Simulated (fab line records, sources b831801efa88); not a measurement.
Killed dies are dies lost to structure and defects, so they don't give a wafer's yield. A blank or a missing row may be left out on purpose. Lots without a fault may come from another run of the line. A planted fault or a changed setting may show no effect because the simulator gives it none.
Which tool did it? | flow sky130 | 15 lots, 45 wafers sampled, at 5 steps of a route of 708

WHAT THE GAUGES READ, wafer by wafer
SKY_NWELL_OVL_MEAS_10.
lot  | measured     | on         | NWELL_00_OVL (nm)
L904 | day 4 15:12  | overlay-02 | 0.9 -0.8 -0.5
L905 | day 4 17:15  | overlay-01 | 1.2 2.0 1.8
L906 | day 5 03:15  | overlay-01 | -0.2 0.1 1.0
L907 | day 5 07:42  | overlay-02 | -1.3 -0.1 -1.2
L908 | day 5 09:22  | overlay-02 | -1.7 -0.3 -0.2
L910 | day 6 01:37  | overlay-02 | 1.2 0.5 1.5
L911 | day 6 09:16  | overlay-01 | 0.2 1.1 1.9
L912 | day 6 11:30  | overlay-02 | -2.2 -0.7 -1.1
L914 | day 6 21:19  | overlay-02 | -0.4 0.5 -0.9
L915 | day 7 08:00  | overlay-01 | 2.2 1.3 1.6
L916 | day 7 10:03  | overlay-01 | 0.3 1.7 0.8
L923 | day 9 01:45  | overlay-01 | -0.1 -1.3 -0.5
L924 | day 9 09:14  | overlay-02 | 2.2 2.5 0.3
L925 | day 9 14:21  | overlay-02 | 2.0 1.5 3.9
L927 | day 10 04:14 | overlay-02 | -0.2 -0.4 0.7

SKY_VT_ADJUST_HVTP_TW_MEAS_11.
lot  | measured     | on            | VT_ADJUST_HVTP_TW
L904 | day 6 03:54  | film_metro-04 | 1357 1353 1358
L905 | day 6 06:59  | film_metro-04 | 1357 1361 1357
L906 | day 6 17:30  | film_metro-04 | 1356 1360 1367
L907 | day 6 22:05  | film_metro-04 | 1363 1359 1360
L908 | day 6 23:53  | film_metro-04 | 1369 1354 1357
L910 | day 7 17:41  | film_metro-04 | 1374 1389 1383
L911 | day 8 01:44  | film_metro-01 | 1353 1345 1345
L912 | day 8 05:14  | film_metro-04 | 1368 1369 1371
L914 | day 8 14:20  | film_metro-04 | 1367 1359 1366
L915 | day 9 03:09  | film_metro-01 | 1351 1353 1353
L916 | day 9 03:57  | film_metro-02 | 1345 1338 1344
L923 | day 10 23:35 | film_metro-04 | 1361 1370 1369
L924 | day 11 07:03 | film_metro-02 | 1334 1339 1342
L925 | day 11 13:10 | film_metro-01 | 1354 1350 1358
L927 | day 12 05:04 | film_metro-04 | 1379 1381 1373

SKY_VT_ADJUST_LVTN_TW_MEAS_21.
lot  | measured     | on            | VT_ADJUST_LVTN_2_TW
L904 | day 7 18:52  | film_metro-03 | 188.6 188.8 187.6
L905 | day 7 22:08  | film_metro-04 | 190.1 191.3 190.8
L906 | day 8 09:16  | film_metro-01 | 187.9 187.4 186.6
L907 | day 8 13:44  | film_metro-04 | 190.3 190.2 189.8
L908 | day 8 15:42  | film_metro-01 | 187.2 186.6 187.1
L910 | day 9 11:29  | film_metro-01 | 187.5 187.8 187.6
L911 | day 9 20:54  | film_metro-03 | 187.9 187.3 187.3
L912 | day 9 23:54  | film_metro-03 | 187.9 187.7 187.2
L914 | day 10 10:19 | film_metro-04 | 189.1 188.9 189.5
L915 | day 10 23:47 | film_metro-03 | 187.8 186.4 186.5
L916 | day 11 00:48 | film_metro-01 | 188.6 188.0 188.2
L923 | day 12 23:57 | film_metro-03 | 186.6 186.5 186.5
L924 | day 13 08:17 | film_metro-04 | 190.2 189.7 190.2
L925 | day 13 16:52 | film_metro-01 | 188.0 188.6 188.1
L927 | day 14 09:34 | film_metro-04 | 190.4 189.8 190.8

WHICH TOOL RAN EACH LOT (tool, then ch and the chambers of the sampled wafers, then the start)
lot  | SKY_VT_ADJUST_LVTN_COAT_13        | SKY_VT_ADJUST_LVTN_STRIP_20
L904 | litho_track-03 ch 0, day 7 08:36  | plasma_asher-03 ch 0,1, day 7 18:46
L905 | litho_track-04 ch 0, day 7 12:19  | plasma_asher-01 ch 0, day 7 22:02
L906 | litho_track-04 ch 0, day 7 22:01  | plasma_asher-03 ch 0,1, day 8 09:10
L907 | litho_track-03 ch 0, day 8 03:21  | plasma_asher-01 ch 0,1, day 8 13:38
L908 | litho_track-01 ch 0, day 8 05:20  | plasma_asher-02 ch 0,1, day 8 15:35
L910 | litho_track-01 ch 0, day 9 00:01  | plasma_asher-01 ch 0,1, day 9 11:23
L911 | litho_track-01 ch 0, day 9 09:52  | plasma_asher-01 ch 0,1, day 9 20:48
L912 | litho_track-01 ch 0, day 9 12:23  | plasma_asher-01 ch 0,1, day 9 23:47
L914 | litho_track-01 ch 0, day 9 22:14  | plasma_asher-01 ch 0, day 10 10:12
L915 | litho_track-04 ch 0, day 10 12:31 | plasma_asher-02 ch 0,1, day 10 23:41
L916 | litho_track-01 ch 0, day 10 13:25 | plasma_asher-01 ch 0,1, day 11 00:42
L923 | litho_track-04 ch 0, day 12 11:16 | plasma_asher-01 ch 0,1, day 12 23:51
L924 | litho_track-04 ch 0, day 12 19:22 | plasma_asher-02 ch 0,1, day 13 08:11
L925 | litho_track-04 ch 0, day 13 02:31 | plasma_asher-03 ch 0,1, day 13 16:46
L927 | litho_track-03 ch 0, day 13 19:56 | plasma_asher-02 ch 0,1, day 14 09:27
- SKY_VT_ADJUST_LVTN_COAT_13: resist thk 1140 nm.
- SKY_VT_ADJUST_LVTN_STRIP_20: strips in O2/N2.

WHAT THE TOOLS THEMSELVES READ (means of the sampled wafers that have a number; where no wafer has one, the mark that the record gives instead)
SKY_VT_ADJUST_LVTN_COAT_13.
lot  | tool           | spin_speed_rpm (rpm)
L904 | litho_track-03 | 3003.0
L905 | litho_track-04 | 2997.8
L906 | litho_track-04 | 2999.4
L907 | litho_track-03 | 3000.3
L908 | litho_track-01 | 3001.1
L910 | litho_track-01 | 3001.5
L911 | litho_track-01 | 3002.8
L912 | litho_track-01 | 3000.4
L914 | litho_track-01 | 3000.5
L915 | litho_track-04 | 3001.9
L916 | litho_track-01 | 2999.7
L923 | litho_track-04 | 3163.3
L924 | litho_track-04 | 3163.6
L925 | litho_track-04 | 3160.4
L927 | litho_track-03 | 3000.7

SKY_VT_ADJUST_LVTN_STRIP_20.
lot  | tool            | drypump_motor_current_A (A) | oes_product_au (a.u.) | strip_time_to_endpoint_s (s)
L904 | plasma_asher-03 | 6.0                         | 0.714                 | 14.20
L905 | plasma_asher-01 | 4.9                         | 0.713                 | 14.16
L906 | plasma_asher-03 | 6.0                         | 0.719                 | 14.12
L907 | plasma_asher-01 | 5.3                         | 0.715                 | 14.19
L908 | plasma_asher-02 | 5.2                         | 0.722                 | 14.14
L910 | plasma_asher-01 | 5.7                         | 0.714                 | 14.13
L911 | plasma_asher-01 | 5.3                         | 0.711                 | 14.11
L912 | plasma_asher-01 | 5.7                         | 0.716                 | 14.17
L914 | plasma_asher-01 | 4.9                         | 0.720                 | 14.10
L915 | plasma_asher-02 | 5.1                         | 0.715                 | 14.18
L916 | plasma_asher-01 | 5.3                         | 0.717                 | 14.20
L923 | plasma_asher-01 | 5.6                         | 0.718                 | 13.81
L924 | plasma_asher-02 | 5.3                         | 0.716                 | 13.79
L925 | plasma_asher-03 | 5.9                         | 0.719                 | 13.84
L927 | plasma_asher-02 | 5.3                         | 0.716                 | 14.19

THE ANSWER, worked out from the rows above alone
Rule: what is usual is taken from the lots themselves. Put in order of their means at a reading, lots are off if they are a third of the lots or fewer, leave a main group of 4 or more, and stand apart from it by a gap of 3 or more times the standard deviation of the main group's means; of several such gaps the widest counts. A main group whose means are all the same, to the digits that the tables above print for the reading, isn't used. A lot without any number at a reading at which 4 lots or more have one is off too. The other lots that the step has rows for count as sound. The gauges are gone through in route order, then the tools' own readings, and for those a lot's mean is taken as printed above. The first step at which some lot is off is used, and at that step the reading that is off furthest; a lot without a number counts as furthest.
Off: L923, L924, L925, at SKY_VT_ADJUST_LVTN_COAT_13 (spin_speed_rpm). The main group: mean 3000.8 rpm, standard deviation 1.4.
A tool fits if, at that step or a process step before it, it ran every lot that is off, and no sound lot after the first of them. One fits: litho_track-04 at SKY_VT_ADJUST_LVTN_COAT_13. Its last sound lot is L915 (day 10 12:31), its first lot that is off L923 (day 12 11:16): a fault that began between those two fits.
The tool's own readings at SKY_VT_ADJUST_LVTN_COAT_13 bear it out: on the lots that are off they differ by more than 5 times the standard deviation of the sound lots' means. spin_speed_rpm reads 3162.4 rpm there against 3000.8 rpm on the sound lots.

WHAT THE SIMULATOR HAD PUT IN
Process parameter drift: litho_track-04, from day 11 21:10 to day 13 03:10, at SKY_VT_ADJUST_LVTN_COAT_13. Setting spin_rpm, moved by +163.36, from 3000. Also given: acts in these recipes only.
Lots struck among those shown: L923, L924, L925. The rule above found the same.
